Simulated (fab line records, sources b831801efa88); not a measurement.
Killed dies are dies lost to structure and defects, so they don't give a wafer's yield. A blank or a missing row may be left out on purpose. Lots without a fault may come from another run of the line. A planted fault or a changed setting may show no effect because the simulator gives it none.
One fault seen from 2 desks | flow sky130 | each desk has only its own numbers; what lay behind them comes last

THE METROLOGY DESK
What the gauges read, lot by lot, whatever tool the lot ran on: means of the sampled wafers that have a number. A lot is out of limits, marked OUT, if its mean lies more than 4 standard deviations from the usual mean; the brackets give that distance.
Columns: A = METAL5_ALCU_RS at SKY_METAL5_RS_MEAS_05, usual 0.0270 ohm/sq
lot  | first seen here | A
L144 | day 42 20:10    | 0.0274
L147 | day 43 07:23    | 0.0277
L145 | day 43 08:06    | 0.0269
L146 | day 43 13:47    | 0.0269
L149 | day 44 04:04    | 0.0271
L150 | day 44 11:02    | 0.0272
L151 | day 44 21:46    | 0.0269
L157 | day 46 13:08    | 0.0270
L161 | day 47 06:04    | 0.0272
L165 | day 48 06:57    | 0.0274
L166 | day 48 11:16    | 0.0267
L167 | day 48 20:08    | 0.0267
This desk's finding: nothing out of limits on any of the 12 lots.

THE TOOL OWNER'S DESK: pvd_sputter-03
The tool's own readings at SKY_METAL5_SPUTTER_04 (material TiN, target thk 70 nm, time 58.3 s): means of the sampled wafers that have a number, for each lot that ran on this tool. A lot is out of limits, marked OUT, if its mean lies more than 4 standard deviations from the usual mean; the brackets give that distance.
Columns: A = throttle_valve_pct at SKY_METAL5_SPUTTER_04, usual 29.5 %
lot  | first seen here | A
L147 | day 43 07:20    | 28.8
L146 | day 43 13:43    | 28.6
L149 | day 44 04:01    | 28.7
L150 | day 44 10:59    | 28.7
L151 | day 44 21:41    | 28.7
L161 | day 47 05:59    | 28.9
L165 | day 48 06:52    | 28.9
This desk's finding: nothing out of limits on any of the 7 lots.

PUT TOGETHER
The metrology desk saw nothing out of limits.
The tool owner's desk saw nothing out of limits.

WHAT THE SIMULATOR HAD PUT IN
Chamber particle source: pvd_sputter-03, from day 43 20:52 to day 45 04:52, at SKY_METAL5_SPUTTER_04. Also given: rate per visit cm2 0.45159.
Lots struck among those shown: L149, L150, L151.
